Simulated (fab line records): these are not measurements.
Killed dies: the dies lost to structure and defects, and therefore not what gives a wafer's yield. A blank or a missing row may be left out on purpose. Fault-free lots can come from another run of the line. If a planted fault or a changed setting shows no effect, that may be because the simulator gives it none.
The tool behind it: which one? || flow sky130 || 39 wafers from 13 lots sampled at 6 of the route's 708 steps

## WHAT THE GAUGES READ, wafer by wafer
SKY_DNWELL_TW_MEAS_09.
{"lot": "L218", "measured": "day 3 14:13", "on": "film-metro-01", "DNWELL_TW": "1100 1100 1104"}
{"lot": "L219", "measured": "day 3 22:14", "on": "film-metro-01", "DNWELL_TW": "1099 1104 1102"}
{"lot": "L221", "measured": "day 4 08:25", "on": "film-metro-02", "DNWELL_TW": "1124 1126 1129"}
{"lot": "L222", "measured": "day 4 09:52", "on": "film-metro-04", "DNWELL_TW": "1123 1125 1125"}
{"lot": "L226", "measured": "day 5 13:44", "on": "film-metro-01", "DNWELL_TW": "1109 1105 1105"}
{"lot": "L227", "measured": "day 5 20:40", "on": "film-metro-01", "DNWELL_TW": "30 30 30"}
{"lot": "L230", "measured": "day 6 08:47", "on": "film-metro-02", "DNWELL_TW": "1133 1127 1128"}
{"lot": "L231", "measured": "day 6 12:26", "on": "film-metro-04", "DNWELL_TW": "1124 1133 1131"}
{"lot": "L234", "measured": "day 7 06:18", "on": "film-metro-01", "DNWELL_TW": "1101 1099 1106"}
{"lot": "L236", "measured": "day 7 15:44", "on": "film-metro-01", "DNWELL_TW": "1104 1099 1099"}
{"lot": "L237", "measured": "day 7 18:52", "on": "film-metro-01", "DNWELL_TW": "1100 1105 1096"}
{"lot": "L238", "measured": "day 8 04:10", "on": "film-metro-01", "DNWELL_TW": "1119 1119 1119"}
{"lot": "L239", "measured": "day 8 08:34", "on": "film-metro-01", "DNWELL_TW": "1126 1121 1110"}

SKY_PWDE_TW_MEAS_10.
{"lot": "L218", "measured": "day 4 06:44", "on": "film-metro-04", "PWDE_TW": "377 376 376"}
{"lot": "L219", "measured": "day 4 15:25", "on": "film-metro-04", "PWDE_TW": "376 378 377"}
{"lot": "L221", "measured": "day 5 01:07", "on": "film-metro-04", "PWDE_TW": "377 379 379"}
{"lot": "L222", "measured": "day 5 02:28", "on": "film-metro-01", "PWDE_TW": "368 371 372"}
{"lot": "L226", "measured": "day 6 08:05", "on": "film-metro-04", "PWDE_TW": "373 375 374"}
{"lot": "L227", "measured": "day 6 15:18", "on": "film-metro-01", "PWDE_TW": "1112 1108 1110"}
{"lot": "L230", "measured": "day 7 03:37", "on": "film-metro-02", "PWDE_TW": "379 379 380"}
{"lot": "L231", "measured": "day 7 08:03", "on": "film-metro-01", "PWDE_TW": "370 369 369"}
{"lot": "L234", "measured": "day 8 03:16", "on": "film-metro-04", "PWDE_TW": "376 376 377"}
{"lot": "L236", "measured": "day 8 12:49", "on": "film-metro-04", "PWDE_TW": "376 378 378"}
{"lot": "L237", "measured": "day 8 15:21", "on": "film-metro-01", "PWDE_TW": "373 371 377"}
{"lot": "L238", "measured": "day 9 00:21", "on": "film-metro-01", "PWDE_TW": "368 369 366"}
{"lot": "L239", "measured": "day 9 05:21", "on": "film-metro-02", "PWDE_TW": "376 376 378"}

SKY_SONOS_ONO_THK_MEAS_03.
{"lot": "L218", "measured": "day 12 04:11", "on": "film-metro-04", "SONOS_ONO_CVD_02_THK (nm)": "10.36 10.47 10.39"}
{"lot": "L219", "measured": "day 12 13:31", "on": "film-metro-04", "SONOS_ONO_CVD_02_THK (nm)": "9.98 9.99 10.18"}
{"lot": "L221", "measured": "day 13 06:37", "on": "film-metro-02", "SONOS_ONO_CVD_02_THK (nm)": "10.47 10.41 10.40"}
{"lot": "L222", "measured": "day 13 07:39", "on": "film-metro-04", "SONOS_ONO_CVD_02_THK (nm)": "10.48 10.49 10.45"}
{"lot": "L226", "measured": "day 14 21:47", "on": "film-metro-02", "SONOS_ONO_CVD_02_THK (nm)": "10.53 10.66 10.69"}
{"lot": "L227", "measured": "day 15 08:49", "on": "film-metro-02", "SONOS_ONO_CVD_02_THK (nm)": "10.61 10.50 10.62"}
{"lot": "L230", "measured": "day 16 05:45", "on": "film-metro-03", "SONOS_ONO_CVD_02_THK (nm)": "10.31 10.12 10.22"}
{"lot": "L231", "measured": "day 16 07:02", "on": "film-metro-02", "SONOS_ONO_CVD_02_THK (nm)": "10.53 10.52 10.53"}
{"lot": "L234", "measured": "day 17 14:20", "on": "film-metro-02", "SONOS_ONO_CVD_02_THK (nm)": "10.41 10.42 10.50"}
{"lot": "L236", "measured": "day 18 02:35", "on": "film-metro-02", "SONOS_ONO_CVD_02_THK (nm)": "10.52 10.54 10.48"}
{"lot": "L237", "measured": "day 18 08:22", "on": "film-metro-02", "SONOS_ONO_CVD_02_THK (nm)": "10.70 10.74 10.73"}
{"lot": "L238", "measured": "day 18 18:58", "on": "film-metro-03", "SONOS_ONO_CVD_02_THK (nm)": "10.46 10.70 10.64"}
{"lot": "L239", "measured": "day 19 04:29", "on": "film-metro-04", "SONOS_ONO_CVD_02_THK (nm)": "10.70 10.54 10.49"}

SKY_LOCAL_INTERCONNECT_THK_MEAS_02: measures by xrf.
{"lot": "L218", "measured": "day 29 23:04", "on": "film-metro-03", "LOCAL_INTERCONNECT_TIN_THK (nm)": "102.8 101.4 101.9"}
{"lot": "L219", "measured": "day 30 17:30", "on": "film-metro-03", "LOCAL_INTERCONNECT_TIN_THK (nm)": "101.9 102.3 103.7"}
{"lot": "L221", "measured": "day 31 02:43", "on": "film-metro-03", "LOCAL_INTERCONNECT_TIN_THK (nm)": "100.0 101.1 100.9"}
{"lot": "L222", "measured": "day 31 01:52", "on": "film-metro-01", "LOCAL_INTERCONNECT_TIN_THK (nm)": "103.0 104.0 102.3"}
{"lot": "L226", "measured": "day 32 15:58", "on": "film-metro-03", "LOCAL_INTERCONNECT_TIN_THK (nm)": "102.3 101.2 100.7"}
{"lot": "L227", "measured": "day 33 03:23", "on": "film-metro-01", "LOCAL_INTERCONNECT_TIN_THK (nm)": "102.5 102.0 100.9"}
{"lot": "L230", "measured": "day 33 23:03", "on": "film-metro-03", "LOCAL_INTERCONNECT_TIN_THK (nm)": "103.7 101.9 104.0"}
{"lot": "L231", "measured": "day 34 03:04", "on": "film-metro-02", "LOCAL_INTERCONNECT_TIN_THK (nm)": "103.6 103.9 104.3"}
{"lot": "L234", "measured": "day 35 05:56", "on": "film-metro-01", "LOCAL_INTERCONNECT_TIN_THK (nm)": "101.4 102.5 102.0"}
{"lot": "L236", "measured": "day 35 12:59", "on": "film-metro-01", "LOCAL_INTERCONNECT_TIN_THK (nm)": "99.1 101.2 100.5"}
{"lot": "L237", "measured": "day 35 21:52", "on": "film-metro-03", "LOCAL_INTERCONNECT_TIN_THK (nm)": "102.7 103.0 103.5"}
{"lot": "L238", "measured": "day 36 04:41", "on": "film-metro-03", "LOCAL_INTERCONNECT_TIN_THK (nm)": "101.0 101.8 102.6"}
{"lot": "L239", "measured": "day 36 13:58", "on": "film-metro-02", "LOCAL_INTERCONNECT_TIN_THK (nm)": "101.1 101.0 99.4"}

## TOOL THAT RAN EACH LOT (tool first, then ch and the chambers of the sampled wafers, then the start)
{"lot": "L218", "SKY_FIELD_ISO_ETCH_14": "rie-diel-04 ch 1,2, day 2 15:35", "SKY_DNWELL_EXPOSE_04": "iline-stepper-01 ch 0, day 3 06:30"}
{"lot": "L219", "SKY_FIELD_ISO_ETCH_14": "rie-diel-04 ch 0,1,3, day 2 21:23", "SKY_DNWELL_EXPOSE_04": "iline-stepper-01 ch 0, day 3 14:07"}
{"lot": "L221", "SKY_FIELD_ISO_ETCH_14": "rie-diel-02 ch 0,2,3, day 3 09:20", "SKY_DNWELL_EXPOSE_04": "iline-stepper-01 ch 0, day 4 00:31"}
{"lot": "L222", "SKY_FIELD_ISO_ETCH_14": "rie-diel-03 ch 0,1, day 3 11:05", "SKY_DNWELL_EXPOSE_04": "iline-stepper-02 ch 0, day 4 01:35"}
{"lot": "L226", "SKY_FIELD_ISO_ETCH_14": "rie-diel-02 ch 0,1, day 4 09:02", "SKY_DNWELL_EXPOSE_04": "iline-stepper-02 ch 0, day 5 04:40"}
{"lot": "L227", "SKY_FIELD_ISO_ETCH_14": "rie-diel-03 ch 0,2,3, day 4 14:37", "SKY_DNWELL_EXPOSE_04": "iline-stepper-01 ch 0, day 5 12:01"}
{"lot": "L230", "SKY_FIELD_ISO_ETCH_14": "rie-diel-04 ch 2,3, day 5 07:05", "SKY_DNWELL_EXPOSE_04": "iline-stepper-02 ch 0, day 5 23:11"}
{"lot": "L231", "SKY_FIELD_ISO_ETCH_14": "rie-diel-02 ch 1,3, day 5 10:20", "SKY_DNWELL_EXPOSE_04": "iline-stepper-01 ch 0, day 6 03:36"}
{"lot": "L234", "SKY_FIELD_ISO_ETCH_14": "rie-diel-04 ch 0,1,3, day 6 01:59", "SKY_DNWELL_EXPOSE_04": "iline-stepper-01 ch 0, day 6 19:40"}
{"lot": "L236", "SKY_FIELD_ISO_ETCH_14": "rie-diel-04 ch 0,1,3, day 6 13:20", "SKY_DNWELL_EXPOSE_04": "iline-stepper-01 ch 0, day 7 06:35"}
{"lot": "L237", "SKY_FIELD_ISO_ETCH_14": "rie-diel-02 ch 0,1,2, day 6 16:40", "SKY_DNWELL_EXPOSE_04": "iline-stepper-01 ch 0, day 7 09:32"}
{"lot": "L238", "SKY_FIELD_ISO_ETCH_14": "rie-diel-03 ch 0,1,3, day 7 00:01", "SKY_DNWELL_EXPOSE_04": "iline-stepper-01 ch 0, day 7 17:05"}
{"lot": "L239", "SKY_FIELD_ISO_ETCH_14": "rie-diel-04 ch 0,1,3, day 7 04:04", "SKY_DNWELL_EXPOSE_04": "iline-stepper-02 ch 0, day 7 21:41"}
- SKY_FIELD_ISO_ETCH_14: etches BARC in N2/H2, stops on SiO2, time 45.9 s, target depth 60 nm.
- SKY_DNWELL_EXPOSE_04: exposes mask DNM, target cd 3000 nm.

## AS READ BY THE TOOLS THEMSELVES (means over the sampled wafers that have a number; for cases with no such wafer, the mark the record gives instead)
SKY_FIELD_ISO_ETCH_14.
{"lot": "L218", "tool": "rie-diel-04", "drypump-motor-current-A (A)": 5.5, "oes-product-au (a.u.)": 0.854, "rf-fwd-power-W (W)": 494.8, "throttle-valve-pct (%)": 13.229}
{"lot": "L219", "tool": "rie-diel-04", "drypump-motor-current-A (A)": 5.5, "oes-product-au (a.u.)": 0.851, "rf-fwd-power-W (W)": 496.7, "throttle-valve-pct (%)": 13.226}
{"lot": "L221", "tool": "rie-diel-02", "drypump-motor-current-A (A)": 5.5, "oes-product-au (a.u.)": 0.856, "rf-fwd-power-W (W)": 491.1, "throttle-valve-pct (%)": 13.227}
{"lot": "L222", "tool": "rie-diel-03", "drypump-motor-current-A (A)": 5.9, "oes-product-au (a.u.)": 0.858, "rf-fwd-power-W (W)": 492.8, "throttle-valve-pct (%)": 13.217}
{"lot": "L226", "tool": "rie-diel-02", "drypump-motor-current-A (A)": 5.1, "oes-product-au (a.u.)": 0.853, "rf-fwd-power-W (W)": 495.2, "throttle-valve-pct (%)": 13.221}
{"lot": "L227", "tool": "rie-diel-03", "drypump-motor-current-A (A)": 5.8, "oes-product-au (a.u.)": 0.854, "rf-fwd-power-W (W)": 492.1, "throttle-valve-pct (%)": 13.220}
{"lot": "L230", "tool": "rie-diel-04", "drypump-motor-current-A (A)": 6.0, "oes-product-au (a.u.)": 0.854, "rf-fwd-power-W (W)": 498.0, "throttle-valve-pct (%)": 13.214}
{"lot": "L231", "tool": "rie-diel-02", "drypump-motor-current-A (A)": 4.8, "oes-product-au (a.u.)": 0.856, "rf-fwd-power-W (W)": 495.5, "throttle-valve-pct (%)": 13.220}
{"lot": "L234", "tool": "rie-diel-04", "drypump-motor-current-A (A)": 5.5, "oes-product-au (a.u.)": 0.853, "rf-fwd-power-W (W)": 497.2, "throttle-valve-pct (%)": 13.224}
{"lot": "L236", "tool": "rie-diel-04", "drypump-motor-current-A (A)": 5.5, "oes-product-au (a.u.)": 0.851, "rf-fwd-power-W (W)": 494.0, "throttle-valve-pct (%)": 13.231}
{"lot": "L237", "tool": "rie-diel-02", "drypump-motor-current-A (A)": 5.5, "oes-product-au (a.u.)": 0.860, "rf-fwd-power-W (W)": 494.9, "throttle-valve-pct (%)": 13.226}
{"lot": "L238", "tool": "rie-diel-03", "drypump-motor-current-A (A)": 5.7, "oes-product-au (a.u.)": 0.860, "rf-fwd-power-W (W)": 494.9, "throttle-valve-pct (%)": 13.226}
{"lot": "L239", "tool": "rie-diel-04", "drypump-motor-current-A (A)": 5.5, "oes-product-au (a.u.)": 0.854, "rf-fwd-power-W (W)": 494.2, "throttle-valve-pct (%)": 13.221}

## THE ANSWER, worked out from the rows above alone
Rule: the lots themselves supply what counts as usual. Put in order of their means at a reading, lots are off if they are a third of the lots or fewer, leave a main group of 4 or more, and stand apart from it by a gap of 3 or more times the standard deviation of the main group's means; of several such gaps the widest counts. Not used: any main group whose means are identical at the precision the tables above print for the reading. Also off: a lot with no number at a reading for which 4 or more lots have one. All remaining lots with rows at the step are treated as sound. The gauges are gone through in route order, then the tools' own readings, and for those a lot's mean is taken as printed above. At the first step where some lot is off, the reading lying furthest off is the one used; lots without a number count as furthest.
Off: at SKY_DNWELL_TW_MEAS_09 (DNWELL_TW), L227. Main group: mean 1113, sd 12.
A tool fits if, at a process step before that reading, it ran every lot that is off, and no sound lot after the first of them. Those tools and the gauges at SKY_DNWELL_TW_MEAS_09 are tried in the same way. Not one of the candidates tried fits.

## WHAT THE SIMULATOR PUT IN
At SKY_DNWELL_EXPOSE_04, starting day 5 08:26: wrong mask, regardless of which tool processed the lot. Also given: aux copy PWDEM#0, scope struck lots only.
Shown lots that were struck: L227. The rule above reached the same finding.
